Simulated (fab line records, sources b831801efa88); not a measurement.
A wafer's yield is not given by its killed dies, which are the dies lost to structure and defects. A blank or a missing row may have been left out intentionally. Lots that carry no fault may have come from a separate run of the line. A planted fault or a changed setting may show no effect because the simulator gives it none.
fab line records | flow sky130
record: lots: 5 wafers: 15 last-day: 50
route steps=708 shown SD_N@350 SD_P@359 RES_XHIGH@360 SALICIDE@361 LI_CONTACT@362 PAD_OPEN@708
lots untouched by any fault: they come from a run of this same line in which no faults occurred
start-h: start of the lot's first displayed wafer, in hours after the record's first day | wait-h: hours elapsed since this lot's preceding step | " the same as in the row above | L1.1+2: a row that stands for several wafers | - either no value or no given start | * or withheld: withheld | < > ~ a bound
route shown NAME@n: names a module that has steps shown in the file, with the first one's number in the route | usual: mean/standard deviation taken from wafers without a fault | same: alike in all rows | chamber/n: place in a boat | sites: readings site by site | _std_site: standard deviation across them | _edge_site: the outer-site mean with the inner-site mean subtracted | radius-mm: for every site, how far away it sits from the centre of the wafer | mask NAME#n: copy n | behind: the tool/chamber that last shaped the wafer | hold: why the lot went on hold/how many hours it stayed there/how the hold came to an end | device: whichever transistor did not switch (one of n, p or np) | end of line: tests run on the same wafers once the route is complete | step lacking rows: just its recipe | killed: dies that structure and defects cost at the first sort, which is not the same as the wafer's yield | map: dies across one wafer; x = killed, . = not, _ = none there
set.NAME: the setting the step ran with; set.NAME@STEP: the setting that earlier step ran with | model.NAME: the simulator's own value behind a step, which no gauge read
certain route steps with their lots: each step a table, each wafer a row
services: the hour from which a tool's chamber was out of use, counted from the record's first day as start-h (under 0 if before that day), plus the number of hours and why
== steps ==
step: SKY_SD_N_OVL_MEAS_08
usual: SD_N_OVL: -0.5/1.2
columns lot.wafer tool chamber start-h wait-h SD_N_OVL[nm]
L632.2 overlay-02 - 701.82 0.1 0.2
L632.3 " - " " -2.5
L632.6 " - " " -1.3
L635.2 overlay-02 - 731.77 0.1 -1.6
L635.3 " - " " -1.2
L635.4 " - " " -2.7
L641.2 overlay-02 - 767.72 0.1 -0.9
L641.4 " - " " -0.6
L641.6 " - " " -1.3
L644.1 overlay-01 - 789.36 0.1 0.3
L644.4 " - " " -0.4
L644.6 " - " " -0.1
L647.1 overlay-01 - 817.87 0.1 -1.5
L647.3 " - " " -2.4
L647.6 " - " " -1.1
step: SKY_SD_N_IMPLANT_09
recipe: species: As energy-kev: 50 dose-cm2: 4e+15 tilt-deg: 0
step: SKY_SD_N_IMPLANT_10
recipe: species: P energy-kev: 20 dose-cm2: 1e+14 tilt-deg: 0
step: SKY_SD_N_STRIP_11
recipe: chemistry: O2/N2 power-w: 1400 pressure-mtorr: 1500 platen-temp-c: withheld o2-flow-sccm: 3000 n2-flow-sccm: 300 overash-fraction: 0.5
usual: drypump-motor-current-A: 5.9/0.48 oes-product-au: 0.527/0.0045 strip-time-to-endpoint-s: 22.56/0.051
same: overash-fraction: 0.5
columns lot.wafer tool chamber start-h wait-h drypump-motor-current-A oes-product-au rf-hours-counter-h strip-time-to-endpoint-s
L632.2 plasma-asher-04 1 702.15 0.1 5.7 0.529 83 22.61
L632.3 " 1 " " 5.7 0.528 - 22.56
L632.6 " 1 " " 5.7 0.528 - 22.61
L635.2 plasma-asher-02 0 732.10 0.1 6.2 0.522 106 22.50
L635.3 " 1 " " 6.4 0.530 - 22.52
L635.4 " 0 " " 6.2 0.520 - 22.54
L641.2 plasma-asher-02 1 768.05 0.1 6.5 0.519 2 22.48
L641.4 " 0 " " 6.2 0.535 - 22.49
L641.6 " 1 " " 6.5 0.524 - 22.52
L644.1 plasma-asher-04 0 789.70 0.1 5.2 0.533 91 22.62
L644.4 " 1 " " 5.6 0.529 - 22.64
L644.6 " 1 " " 5.6 0.527 - 22.62
L647.1 plasma-asher-02 1 818.20 0.1 6.4 0.529 8 22.50
L647.3 " 0 " " 6.2 0.520 - 22.49
L647.6 " 1 " " 6.4 0.526 - 22.48
step: SKY_SD_N_TW_MEAS_12
usual: SD_N_TW: 4003/22
columns lot.wafer tool chamber start-h wait-h SD_N_TW
L632.2 film-metro-04 - 702.26 0.1 4026
L632.3 " - " " 3994
L632.6 " - " " 4021
L635.2 film-metro-03 - 732.21 0.1 4037
L635.3 " - " " 4035
L635.4 " - " " 4030
L641.2 film-metro-04 - 768.16 0.1 3992
L641.4 " - " " 4006
L641.6 " - " " 4003
L644.1 film-metro-02 - 789.80 0.1 3996
L644.4 " - " " 3997
L644.6 " - " " 3989
L647.1 film-metro-04 - 818.30 0.1 4014
L647.3 " - " " 4005
L647.6 " - " " 4006
step: SKY_SD_N_CLEAN_13
recipe: chemistry: SC1/SC2 mix: 1:4:20 temp-c: 70 time-s: 150 dry: n2-spin
step: SKY_SD_N_RTA_14
recipe: temp-c: 1075 time-s: 2 idle-temp-c: 650 ramp-up-c-per-s: 150 ramp-down-c-per-s: 90 ambient: N2
usual: lamp-power-pct: 15.74/0.049 wafer_temp_C_max: 1078.0/1.3
columns lot.wafer tool chamber start-h wait-h lamp-power-pct wafer_temp_C_max
L632.2 rtp-anneal-01 0 702.37 0.0 15.77 1079.0
L632.3 " 0 " " 15.69 1080.2
L632.6 " 0 " " 15.74 1076.3
L635.2 rtp-anneal-02 0 732.32 0.0 15.79 1078.5
L635.3 " 0 " " 15.82 1077.8
L635.4 " 0 " " 15.81 1079.3
L641.2 rtp-anneal-02 0 768.27 0.0 15.73 1080.6
L641.4 " 0 " " 15.61 1080.2
L641.6 " 0 " " 15.72 1077.9
L644.1 rtp-anneal-01 0 789.91 0.0 15.76 1076.2
L644.4 " 0 " " 15.70 1078.4
L644.6 " 0 " " 15.70 1079.6
L647.1 rtp-anneal-02 0 818.42 0.0 15.74 1078.2
L647.3 " 0 " " 15.72 1077.6
L647.6 " 0 " " 15.77 1076.6
step: SKY_SD_N_RS_MEAS_16
recipe: thk-meas-gauge: four-point-probe
usual: SD_N_RS: 68.63/0.11
columns lot.wafer tool chamber start-h wait-h SD_N_RS[ohm/sq]
L632.2 film-metro-04 - 702.56 0.1 68.63
L632.3 " - " " 68.64
L632.6 " - " " 68.55
L635.2 film-metro-04 - 732.50 0.1 68.68
L635.3 " - " " 68.70
L635.4 " - " " 68.57
L641.2 film-metro-02 - 768.46 0.1 68.60
L641.4 " - " " 68.62
L641.6 " - " " 68.57
L644.1 film-metro-04 - 790.08 0.1 68.75
L644.4 " - " " 68.66
L644.6 " - " " 68.73
L647.1 film-metro-02 - 818.59 0.1 68.67
L647.3 " - " " 68.57
L647.6 " - " " 68.69
step: SKY_SD_N_RS_MEAS_17
recipe: thk-meas-gauge: four-point-probe
usual: SD_P_RS: 147.3/0.39
columns lot.wafer tool chamber start-h wait-h SD_P_RS[ohm/sq]
L632.2 film-metro-04 - 702.68 0.1 147.0
L632.3 " - " " 146.9
L632.6 " - " " 146.7
L635.2 film-metro-04 - 732.62 0.1 147.2
L635.3 " - " " 146.9
L635.4 " - " " 147.4
L641.2 film-metro-02 - 768.58 0.1 146.7
L641.4 " - " " 146.9
L641.6 " - " " 146.8
L644.1 film-metro-04 - 790.20 0.1 148.1
L644.4 " - " " 148.1
L644.6 " - " " 147.5
L647.1 film-metro-02 - 818.71 0.1 147.4
L647.3 " - " " 147.1
L647.6 " - " " 147.4
step: SKY_SD_N_RS_MEAS_18
recipe: thk-meas-gauge: four-point-probe
usual: RES_XHIGH_RS: 333.7/1.3
columns lot.wafer tool chamber start-h wait-h RES_XHIGH_RS[ohm/sq]
L632.2 film-metro-04 - 702.80 0.1 333.3
L632.3 " - " " 333.3
L632.6 " - " " 333.4
L635.2 film-metro-04 - 732.74 0.1 332.4
L635.3 " - " " 332.5
L635.4 " - " " 332.9
L641.2 film-metro-02 - 768.70 0.1 333.4
L641.4 " - " " 333.4
L641.6 " - " " 334.7
L644.1 film-metro-04 - 790.32 0.1 333.3
L644.4 " - " " 332.6
L644.6 " - " " 334.0
L647.1 film-metro-02 - 818.83 0.1 333.4
L647.3 " - " " 333.2
L647.6 " - " " 331.6
step: SKY_SALICIDE_CLEAN_00
recipe: chemistry: HF-last time-s: 30 dilution: 100:1 dry: ipa-marangoni
step: SKY_LI_CONTACT_HDPCVD_00
recipe: material: PSG target-thk-nm: 930 sigma-open-frac: 0.3 time-s: 155 temp-c: 600 sih4-flow-sccm: 60 pressure-mtorr: 6
columns lot.wafer tool chamber start-h wait-h model.PSG_of_LI_CONTACT_HDPCVD_00.thk-nm
L632.2 hdpcvd-01 2 702.91 0.0 907.3
L632.3 " 0 " " 931
L632.6 " 2 " " 908.4
L635.2 hdpcvd-02 2 732.86 0.0 923.5
L635.3 " 1 " " 938.2
L635.4 " 2 " " 932.8
L641.2 hdpcvd-01 0 768.81 0.0 936.9
L641.4 " 1 " " 1542
L641.6 " 2 " " 1529
L644.1 hdpcvd-02 2 790.46 0.0 923.7
L644.4 " 0 " " 930.5
L644.6 " 1 " " 936.3
L647.1 hdpcvd-02 1 818.97 0.0 954.5
L647.3 " 0 " " 940.9
L647.6 " 1 " " 935.2
step: SKY_LI_CONTACT_THK_MEAS_01
recipe: reads: PSG_of_LI_CONTACT_HDPCVD_00
usual: LI_CONTACT_HDPCVD_THK: 935/11
columns lot.wafer tool chamber start-h wait-h LI_CONTACT_HDPCVD_THK[nm]
L632.2 film-metro-03 - 703.02 0.1 907
L632.3 " - " " 932
L632.6 " - " " 908
L635.2 film-metro-02 - 732.97 0.1 924
L635.3 " - " " 938
L635.4 " - " " 933
L641.2 film-metro-04 - 768.93 0.1 937
L641.4 " - " " 1542
L641.6 " - " " 1529
L644.1 film-metro-02 - 790.56 0.1 924
L644.4 " - " " 931
L644.6 " - " " 936
L647.1 film-metro-04 - 819.07 0.1 956
L647.3 " - " " 942
L647.6 " - " " 934
step: SKY_LI_CONTACT_CMP_02
recipe: material: PSG down-force-psi: 4 platen-rpm: 60 pad-velocity-m-s: 0.94248
usual: motor-current-A: 12.7/1.1 slurry-filter-dp-kPa: 13.49/0.13 time-to-endpoint-s: 31/3.4
columns lot.wafer tool chamber start-h wait-h motor-current-A slurry-filter-dp-kPa time-to-endpoint-s
L632.3 cmp-02 2 703.17 0.1 12.3 13.28 28
L632.2 " 3 " " 10.5 13.38 23
L632.6 " 0 " " 15.2 13.47 34
L635.4 cmp-01 0 733.07 0.1 12.4 13.49 29
L635.2 " 1 " " 13.3 13.57 26
L635.3 " 2 " " 13.1 13.54 35
L641.4 cmp-02 1 768.98 0.0 12.2 13.45 88
L641.2 " 3 " " 10.8 13.31 27
L641.6 " 1 " " 12.4 13.66 88
L644.4 cmp-01 0 790.67 0.1 12.1 13.40 31
L644.1 " 1 " " 13.4 13.47 27
L644.6 " 0 " " 12.0 13.64 32
L647.3 cmp-02 2 819.13 0.0 13.0 13.39 29
L647.1 " 3 " " 10.6 13.56 28
L647.6 " 2 " " 12.2 13.44 30
step: SKY_LI_CONTACT_BOW_MEAS_03
recipe: mode: bow
usual: LI_CONTACT_BOW: 55/6.4
columns lot.wafer tool chamber start-h wait-h LI_CONTACT_BOW[um]
L632.2 film-metro-02 - 703.39 0.1 58
L632.3 " - " " 64
L632.6 " - " " 57
L635.2 film-metro-03 - 733.34 0.2 64
L635.3 " - " " 53
L635.4 " - " " 50
L641.2 film-metro-04 - 769.30 0.2 49
L641.4 " - " " 52
L641.6 " - " " 45
L644.1 film-metro-04 - 790.92 0.1 59
L644.4 " - " " 56
L644.6 " - " " 67
L647.1 film-metro-02 - 819.43 0.2 57
L647.3 " - " " 59
L647.6 " - " " 44
step: SKY_PAD_OPEN_PROBE_99
usual: killed_at_M0_to_M3: 45/6.9 killed_at_M4_up: 3.1/1.7 killed-at-contacts: 24/5.7 killed-at-front-end: 15/4.6 killed-at-other: 0.3/0.57 killed-dies: 87/10 killed-open: 48/7.4 killed-short: 39/6.7
same: gross-dies: 492 killed-at-back-side: 0
columns lot.wafer tool chamber start-h wait-h killed_at_M0_to_M3 killed_at_M4_up killed-at-contacts killed-at-front-end killed-at-other killed-dies killed-open killed-short
L632.2 prober-01 - 1118.82 0.1 52 3 15 12 0 82 40 42
L632.3 prober-01 - 1118.87 0.2 37 1 19 8 0 65 38 27
L632.6 prober-01 - 1119.02 0.2 46 2 24 11 0 83 43 40
L635.2 prober-02 - 1139.90 0.1 31 2 17 18 0 68 40 28
L635.3 prober-02 - 1139.95 0.2 45 3 28 15 0 91 55 36
L635.4 prober-02 - 1140.00 0.2 38 3 23 10 1 75 43 32
L641.2 prober-02 - 1164.11 0.1 54 2 23 20 0 99 59 40
L641.4 prober-02 - 1164.21 0.2 36 2 34 9 1 82 42 40
L641.6 prober-02 - 1164.31 0.2 44 2 25 24 0 95 45 50
L644.1 prober-01 - 1180.52 0.1 42 1 22 17 1 83 47 36
L644.4 prober-01 - 1180.67 0.2 45 3 25 12 0 85 47 38
L644.6 prober-01 - 1180.77 0.2 52 5 27 12 0 96 51 45
killed by level:class
L632.2 VIA1:geometric-particle:open=19 METAL2:geometric-particle:short=7 CONTACT:geometric-particle:short=6 METAL1:geometric-particle:short=5 VIA2:geometric-particle:open=5 VIA3:geometric-particle:open=4 VIA1:geometric-particle:short=3 POLY_GATE:geometric-particle:short=3
L632.3 CONTACT:geometric-particle:open=9 VIA2:geometric-particle:open=8 LI_CONTACT:geometric-particle:open=6 VIA1:geometric-particle:open=6 METAL2:geometric-particle:short=6 METAL1:geometric-particle:short=5 METAL3:geometric-particle:short=4 POLY_GATE:geometric-particle:short=3
L632.6 CONTACT:geometric-particle:open=12 VIA1:geometric-particle:short=9 VIA1:geometric-particle:open=9 METAL2:geometric-particle:short=7 METAL1:geometric-particle:short=6 VIA2:geometric-particle:open=6 VIA3:geometric-particle:open=6 CONTACT:geometric-particle:short=5
L635.2 VIA1:geometric-particle:open=8 CONTACT:geometric-particle:open=7 FIELD_ISO:geometric-particle:open=6 VIA3:geometric-particle:open=6 FIELD_ISO:geometric-particle:short=5 POLY_GATE:geometric-particle:short=5 METAL1:geometric-particle:short=5 LI_CONTACT:geometric-particle:open=4
L635.3 LI_CONTACT:geometric-particle:open=11 CONTACT:geometric-particle:open=10 METAL1:geometric-particle:short=9 VIA1:geometric-particle:open=9 POLY_GATE:geometric-particle:open=4 VIA3:geometric-particle:open=4 VIA1:geometric-particle:short=4 VIA2:geometric-particle:open=4
L635.4 CONTACT:geometric-particle:open=14 METAL1:geometric-particle:short=7 VIA2:geometric-particle:open=6 VIA1:geometric-particle:open=5 VIA3:geometric-particle:open=4 FIELD_ISO:geometric-particle:open=3 POLY_GATE:geometric-particle:short=3 LOCAL_INTERCONNECT:geometric-particle:short=3
L641.2 VIA1:geometric-particle:open=13 VIA3:geometric-particle:open=12 LI_CONTACT:geometric-particle:open=8 POLY_GATE:geometric-particle:open=7 VIA1:geometric-particle:short=6 FIELD_ISO:geometric-particle:open=5 CONTACT:geometric-particle:open=5 CONTACT:geometric-particle:short=5
L641.4 VIA1:geometric-particle:open=10 CONTACT:geometric-particle:short=10 CONTACT:geometric-particle:open=10 VIA1:geometric-particle:short=8 LI_CONTACT:geometric-particle:open=6 VIA2:geometric-particle:open=5 VIA3:geometric-particle:open=4 SPACER:geometric-particle:short=3
L641.6 VIA3:geometric-particle:open=9 POLY_GATE:geometric-particle:open=6 LI_CONTACT:geometric-particle:open=6 CONTACT:geometric-particle:short=6 VIA1:geometric-particle:short=6 METAL1:geometric-particle:short=6 CONTACT:geometric-particle:open=5 SPACER:geometric-particle:short=5
L644.1 METAL1:geometric-particle:short=10 LI_CONTACT:geometric-particle:open=7 CONTACT:geometric-particle:open=7 VIA2:geometric-particle:open=7 FIELD_ISO:geometric-particle:open=6 VIA1:geometric-particle:open=6 METAL2:geometric-particle:short=4 VIA3:geometric-particle:open=4
L644.4 VIA2:geometric-particle:open=11 CONTACT:geometric-particle:open=10 LI_CONTACT:geometric-particle:open=6 VIA1:geometric-particle:open=5 METAL1:geometric-particle:short=5 FIELD_ISO:geometric-particle:open=4 VIA1:geometric-particle:short=4 METAL2:geometric-particle:short=4
L644.6 VIA1:geometric-particle:open=12 CONTACT:geometric-particle:open=9 VIA2:geometric-particle:open=9 METAL1:geometric-particle:short=9 LI_CONTACT:geometric-particle:open=6 LOCAL_INTERCONNECT:geometric-particle:short=5 VIA2:geometric-particle:short=5 FIELD_ISO:geometric-particle:short=4
== services ==
columns tool chamber start-h hours kind
rtp-anneal-02 - 718.28 6.7 pm
plasma-asher-02 - 733.77 9.0 pm
plasma-asher-02 0 733.77 9.0 vent-cycle
plasma-asher-02 1 733.77 9.0 vent-cycle
cmp-02 - 735.17 1.9 repair
cmp-01 - 736.00 1.0 repair
plasma-asher-02 0 742.77 - clean
plasma-asher-02 1 742.77 - clean
cmp-01 - 744.33 4.0 pm
cmp-01 - 748.33 - consumable-replace:conditioner
cmp-01 - 748.33 - consumable-replace:pad
cmp-01 - 748.33 7.8 pm
hdpcvd-01 1 751.94 7.6 repair
plasma-asher-04 - 761.56 10.7 repair
hdpcvd-02 - 787.25 1.0 repair
hdpcvd-01 1 792.76 5.7 repair
plasma-asher-04 - 806.85 2.8 pm
hdpcvd-02 2 809.83 1.9 repair
== key ==
first-sign: step: SKY_LI_CONTACT_THK_MEAS_01 reading: LI_CONTACT_HDPCVD_THK direction: up sigmas: 56 usual: 935 struck: 1536
effect: step: SKY_LI_CONTACT_CMP_02 reading: time-to-endpoint-s direction: up sigmas: 16 usual: * struck: *
model-effect: step: SKY_LI_CONTACT_HDPCVD_00 value: PSG_of_LI_CONTACT_HDPCVD_00.thk-nm without: 931.6 struck: 1535
met-at SKY_LI_CONTACT_HDPCVD_00
struck-wafers L641.4,L641.6
tester-left-out L641
onset-between 702.91 768.81
fault: kind: process-parameter-drift tool: hdpcvd-01 chamber: - onset-h: 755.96 steps: SKY_LI_CONTACT_HDPCVD_00 channel: target-thk-nm offset: 603.78 shape: step end-h: 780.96 scope: struck-wafers-only acts-in: these-recipes-only stated: 930
tester-left-out: of these lots the tester's yield and bins aren't shown, on N5 and GAA mostly nor the transistor test; their killed dies are dies lost to structure and defects alone, not to doping, threshold or leakage, so they don't give the yield
